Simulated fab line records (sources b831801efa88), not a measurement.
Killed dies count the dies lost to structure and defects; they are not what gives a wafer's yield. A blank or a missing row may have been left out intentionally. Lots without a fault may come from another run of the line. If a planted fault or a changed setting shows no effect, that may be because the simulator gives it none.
Matching of chambers    flow sky130    rie-diel-04 running SKY_FIELD_ISO_ETCH_14: 4 sister chambers
The step etches BARC in N2/H2, stops on SiO2, time 45.9 s, target depth 60 nm. 8 wafers are shown with their chamber, then 7 later ones without.

== WAFERS, EACH WITH ITS CHAMBER ==
wafer   chamber  rf-fwd-power-W (W)  oes-product-au (a.u.)
L145.4  0        496.4               0.851
L150.5  3        495.0               0.850
L152.5  2        492.6               0.866
L156.1  1        496.4               0.852
L156.3  3        494.2               0.852
L156.4  0        495.6               0.845
L160.3  1        498.0               0.856
L160.4  2        493.2               0.857

== WAFERS WITH NO CHAMBER GIVEN ==
wafer   rf-fwd-power-W (W)  oes-product-au (a.u.)
L160.5  496.9               0.850
L161.3  495.1               0.861
L161.4  494.8               0.853
L161.6  494.3               0.854
L165.1  494.7               0.851
L165.4  497.8               0.857
L165.5  493.1               0.851

== CHAMBER TAKEN BY EACH ==
wafer   from the rows above                in truth
L160.5  can't be placed: 1 or 0            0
L161.3  can't be placed: 3 or 2 or 1 or 0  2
L161.4  can't be placed: 3 or 0            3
L161.6  can't be placed: 3 or 2 or 0       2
L165.1  can't be placed: 3 or 0            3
L165.4  1                                  1
L165.5  can't be placed: 3 or 2 or 0       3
1 of 7 placed correctly. Not placeable from these rows: 6 (in 6, the candidates include the true chamber). 0 placed wrongly.
How it was worked out, from the rows above alone: a wafer's distance from a chamber is the root of the sum, over the readings, of the square of ((its reading less the chamber's mean) divided by the reading's scatter). The wafer belongs to the nearest chamber; if the next one is less than 2 further off, it can't be placed. A chamber's mean is the mean of its shown wafers. The scatter is the square root of a quotient: the sum, over the shown wafers, of each reading's squared deviation from its chamber's mean, divided by wafers minus chambers.
